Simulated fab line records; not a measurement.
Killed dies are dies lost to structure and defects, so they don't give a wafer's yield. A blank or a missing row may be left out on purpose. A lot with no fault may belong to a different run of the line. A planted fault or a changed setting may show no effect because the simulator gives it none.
A lot that was struck, set against a sound lot    flow sky130    16 steps out of a route of 708
Sound: wafers L946.2, L946.3, L946.4. Struck: wafers L966.1, L966.4 (left out: L966.2, a lot-mate that was not struck); the cause follows at the end.
Each step with rows lists, per side, the tool, then ch with its chambers, then its first start. Under that, the readings that differ: sound wafers    struck wafers    difference of the means    sigmas: that difference in standard deviations of wafers without a fault.
alike: readings with means less than 2 such deviations apart, plus words and numbers identical on both sides. not compared: withheld readings, readings lacking a value on some wafer, bounds such as >300 that could conceal the same value, and numbers that have no deviation in the record and whose values overlap.
Wherever a step has rows on one side only, a row that says differs or no value, or a row with sigmas, the two part there. Numbers that have no deviation but don't overlap get no sigmas and don't part them. Lack of a reading on every wafer of one side parts them only where that side has two or more wafers.

first, 8 steps without rows for these wafers: SKY_METAL2_DEHYDRATE_07 (time 60 s); SKY_METAL2_HMDS_08 (prime time 60 s); SKY_METAL2_COAT_09 (resist thk 60 nm); SKY_METAL2_COAT_10 (resist thk 450 nm); SKY_METAL2_SOFTBAKE_11 (time 90 s); SKY_METAL2_EXPOSE_12 (exposes mask MM2, target cd 140 nm); SKY_METAL2_PEB_13; SKY_METAL2_DEVELOP_14 (develop time 60 s).
SKY_METAL2_CD_MEAS_15 targets a cd of 140 nm.
  sound on cdSem-01, day 35 07:58; struck on cdSem-01, day 41 13:01
  alike: cdNm
SKY_METAL2_OVL_MEAS_16:
  sound on overlay-01, day 35 08:04; struck on overlay-01, day 41 13:08
  alike: METAL2_OVL
SKY_METAL2_DESCUM_17: chemistry O2, time 8 s.
  sound on rieMetal-02 ch 0,1, day 35 08:06; struck on rieMetal-04 ch 0, day 41 13:11
  alike: drypumpMotorCurrentA, oesProductAu
  not compared: rfHoursCounterH
SKY_METAL2_ETCH_18: etches BARC in N2/H2, stops on SiO2, time 45.9 s, target depth 60 nm.
  sound on rieMetal-02 ch 0,1, day 35 08:08; struck on rieMetal-04 ch 0, day 41 13:13
reading              sound              struck       difference  sigmas
oesProductAu (a.u.)  0.840 0.847 0.849  0.865 0.848  +0.011      +2
  alike: biasW, drypumpMotorCurrentA, runLengthS, throttleValvePct
  not compared: rfHoursCounterH
SKY_METAL2_METAL_ETCH_19: etches the open film in Cl2/BCl3, stops on SiO2, target depth 360 nm, time 78 s.
  sound on rieMetal-02 ch 0,1, day 35 08:11; struck on rieMetal-04 ch 0, day 41 13:16
reading              sound              struck       difference  sigmas
mfcCl2Sccm (sccm)    60.22 60.00 59.79  60.62 60.40  +0.51       +3
oesProductAu (a.u.)  0.842 0.849 0.847  0.821 0.831  -0.020      -4
runLengthS (s)       106.9 107.1 106.6  111.7 111.9  +4.9        +7
  alike: biasW, drypumpMotorCurrentA, throttleValvePct
  not compared: rfHoursCounterH
SKY_METAL2_STRIP_20: strips in O2/N2.
  sound on plasmaAsher-04 ch 0,1, day 35 08:17; struck on plasmaAsher-04 ch 0, day 41 13:22
reading                   sound           struck     difference  sigmas
stripTimeToEndpointS (s)  2.66 2.64 2.66  2.51 2.49  -0.15       -5
  alike: drypumpMotorCurrentA, oesProductAu
  not compared: rfHoursCounterH
then, 1 step without rows for these wafers: SKY_METAL2_STRIP_21 (strips in post etch residue remover, time 1200 s).
-- the record jumps here: 9 days lie between the struck wafers' starts before and after (it left off in module METAL2 and takes up again in module PAD_OPEN, whose first step shown is number 708 of the route) --
SKY_PAD_OPEN_PROBE_99:
  sound on prober-02, day 45 20:48; struck on prober-01, day 50 14:17
  alike: defectLimitedYield, killed_at_M0_to_M3, killed_at_M4_up, killedAtContacts, killedAtFrontEnd, killedAtOther, killedDies, killedOpen, killedShort, sort_bin_3_pad_short, sort_bin_5_function, sort_bin_6_memory, sortNPass, sortYieldPct

WHERE THEY PART
At SKY_METAL2_ETCH_18 first; at SKY_METAL2_STRIP_20 last (within this record only). Later steps at which nothing parts them and some readings are alike: SKY_PAD_OPEN_PROBE_99.

WHY: what had been put in by the simulator
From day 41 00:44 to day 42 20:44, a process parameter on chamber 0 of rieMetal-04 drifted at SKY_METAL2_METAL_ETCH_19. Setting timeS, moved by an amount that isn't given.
